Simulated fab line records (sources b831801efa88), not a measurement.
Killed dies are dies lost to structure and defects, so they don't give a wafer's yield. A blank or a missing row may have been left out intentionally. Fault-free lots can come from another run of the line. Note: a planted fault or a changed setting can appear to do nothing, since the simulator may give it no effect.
Comparing a struck lot with a sound one	flow sky130	15 out of 708 route steps
Sound: the wafers L458.3, L458.4, L458.5. Struck: wafers L452.2, L452.4, L452.5. The cause is given at the end.
At each step with rows: each side's tool, then ch and its chambers, then its first start. Under that, the readings that differ: sound wafers	struck wafers	difference of the means	sigmas: that difference in standard deviations of wafers without a fault.
alike: readings whose means differ by less than 2 such deviations, and words and numbers that are the same on both sides. not compared: withheld readings, readings that some wafer has no value for, bounds like >300 that may hide the same value, and numbers for which the record gives no deviation and whose values overlap.
The two part at a step that has a row with sigmas, a row that says differs or no value, or rows on one side only. Numbers that don't overlap but have no deviation are shown without sigmas and don't part them. Lack of a reading on every wafer of one side parts them only where that side has two or more wafers.

SKY_VIA1_OVL_MEAS_13:
  sound on overlay-01 at day 38 03:06; struck on overlay-01 at day 37 00:12
  alike: VIA1_OVL
SKY_VIA1_ETCH_14: etches BARC in N2/H2, stops on SiO2, time 45.9 s, target depth 60 nm.
  sound on rie-diel-04 ch 0,1, day 38 03:08; struck on rie-diel-04 ch 2,3, day 37 00:14
  alike: drypump-motor-current-A, oes-product-au, throttle-valve-pct
  not compared: rf-hours-counter-h
SKY_VIA1_ETCH_15: etches SiO2 in C4F8/O2/Ar, stops on TiN, target depth 351 nm, time 54 s.
  sound on rie-diel-04 ch 0,1, day 38 03:10; struck on rie-diel-04 ch 2,3, day 37 00:16
  alike: oes-product-au
  not compared: rf-hours-counter-h
SKY_VIA1_STRIP_16: strips in O2/N2.
  sound on plasma-asher-04 ch 0,1, day 38 03:15; struck on plasma-asher-03 ch 0,1, day 37 00:19
  alike: drypump-motor-current-A, o2-flow-sccm, oes-product-au, strip-time-to-endpoint-s
  not compared: rf-hours-counter-h
then, 4 steps without rows for these wafers: SKY_VIA1_STRIP_17 (strips in post etch residue remover, time 1200 s); SKY_VIA1_CLEAN_18 (cleans in IPA, time 180 s); SKY_VIA1_CLEAN_19 (cleans in O3/DIW); SKY_VIA1_SPUTTER_20 (material TiN, target thk 20 nm, time 80 s).
SKY_VIA1_CVD_21: deposits W, target thk 270 nm, time 80.902 s.
  sound on cvd-w-01 ch 0,1, day 38 03:55; struck on cvd-w-02 ch 0,1, day 37 01:00
  alike: heater-power-w
SKY_VIA1_RS_MEAS_22: uses a four-point probe to measure.
  sound on film-metro-01 at day 38 04:01; struck on film-metro-04 at day 37 01:07
  alike: VIA1_W_RS
SKY_VIA1_THK_MEAS_23: measures by xrf.
  sound on film-metro-01 at day 38 04:07; struck on film-metro-04 at day 37 01:14
  alike: VIA1_W_THK
SKY_VIA1_CMP_24: polishes, stops on SiO2, t overpolish 15 s, target thk 0 nm.
  sound on cmp-01 ch 0,3, day 38 04:09; struck on cmp-01 ch 0,1,3, day 37 01:23
  alike: motor-current-A, overpolish-run-s, retaining-ring-pressure-frac, slurry-flow-ml-min, time-to-endpoint-s
SKY_METAL2_SPUTTER_00: material Ti, target thk 15 nm, time 10 s.
  sound on pvd-sputter-04 at day 38 04:27; struck on pvd-sputter-04 at day 37 01:35
  no value came back on the struck wafers for cathode-dc-power-W (W), chamber-pressure-pa (Pa), throttle-valve-pct (%); on the sound wafers cathode-dc-power-W (W) reads 2999.7 3000.6 2999.6
then, 1 step without rows for these wafers: SKY_METAL2_SPUTTER_01 (material TiN, target thk 20 nm, time 16.7 s).
-- the record jumps here: 11 days lie between the struck wafers' starts before and after (it left off in module METAL2 and takes up again in module PAD_OPEN, whose first step shown is number 708 of the route) --
SKY_PAD_OPEN_PROBE_99:
  sound on prober-01 at day 49 01:40; struck on prober-01 at day 48 07:19
reading	sound	struck	difference	sigmas
killed-at-front-end	12 23 17	10 4 9	-10	-2
model.etest.via1-chain.rc-ohm	16.52 15.82 15.73	18.6 17.77 18.6	+2.3	
  alike: defect-limited-yield, killed_at_M0_to_M3, killed_at_M4_up, killed-at-contacts, killed-at-other, killed-dies, killed-open, killed-short, sort_bin_3_pad_short, sort_bin_5_function, sort_bin_6_memory, sort-n-pass, sort-yield-pct

## WHERE THEY PART
At SKY_METAL2_SPUTTER_00 first; at SKY_PAD_OPEN_PROBE_99 last (within this record only).

WHY: what the simulator had put in
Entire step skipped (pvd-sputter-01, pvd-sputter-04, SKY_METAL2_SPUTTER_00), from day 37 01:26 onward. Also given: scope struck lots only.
